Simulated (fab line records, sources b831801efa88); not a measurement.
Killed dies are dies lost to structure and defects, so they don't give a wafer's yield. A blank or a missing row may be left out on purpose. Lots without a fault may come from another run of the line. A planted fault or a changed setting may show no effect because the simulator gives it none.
Chamber matching | flow sky130 | SKY_CONTACT_CMP_04 on cmp-02: 4 sister chambers
The step polishes SiO2. 15 wafers are shown with their chamber, then 7 later ones without.

WAFERS WITH THEIR CHAMBER
wafer  | chamber | motor_current_A (A) | time_to_endpoint_s (s)
L596.3 | 2       | 11.6                | 90
L596.4 | 0       | 11.0                | 88
L596.6 | 0       | 10.7                | 94
L597.1 | 3       | 12.0                | 91
L597.4 | 0       | 10.8                | 94
L597.5 | 1       | 11.7                | 84
L598.1 | 2       | 12.2                | 87
L598.3 | 0       | 10.8                | 91
L598.5 | 1       | 11.4                | 84
L602.2 | 1       | 11.6                | 78
L602.3 | 2       | 12.2                | 83
L602.4 | 0       | 10.9                | 88
L608.3 | 3       | 11.9                | 84
L608.4 | 1       | 11.7                | 79
L609.1 | 1       | 11.6                | 78

SIGNATURES (means of the wafers above)
reading            | chamber 0 | chamber 1 | chamber 2 | chamber 3 | scatter within a chamber
motor_current_A    | 10.840    | 11.600    | 12.000    | 11.950    | 0.18
time_to_endpoint_s | 91.00     | 80.60     | 86.67     | 87.50     | 3.36
Rule: a wafer's distance from a chamber is the root of the sum, over the readings, of the square of ((its reading less the chamber's mean) divided by the reading's scatter). The wafer belongs to the nearest chamber; if the next one is less than 2 further off, it can't be placed. The scatter: the root of (the sum of the squares of (reading less its chamber's mean) over the shown wafers, divided by (wafers less chambers)).

WAFERS WITHOUT THEIR CHAMBER
wafer  | motor_current_A (A) | time_to_endpoint_s (s)
L609.3 | 11.4                | 78
L617.2 | 10.4                | 90
L617.4 | 12.8                | 86
L617.5 | 11.4                | 79
L618.2 | 10.7                | 93
L618.4 | 12.0                | 97
L618.5 | 12.0                | 87

WHICH CHAMBER EACH WENT THROUGH
wafer  | from the rows above     | in truth
L609.3 | 1                       | 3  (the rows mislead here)
L617.2 | 0                       | 0
L617.4 | can't be placed: 2 or 3 | 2
L617.5 | 1                       | 1
L618.2 | 0                       | 0
L618.4 | can't be placed: 3 or 2 | 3
L618.5 | can't be placed: 2 or 3 | 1
Placed correctly: 3 of 7. Can't be placed from these rows: 3 (the true chamber is among the candidates in 2). Placed wrongly: 1.
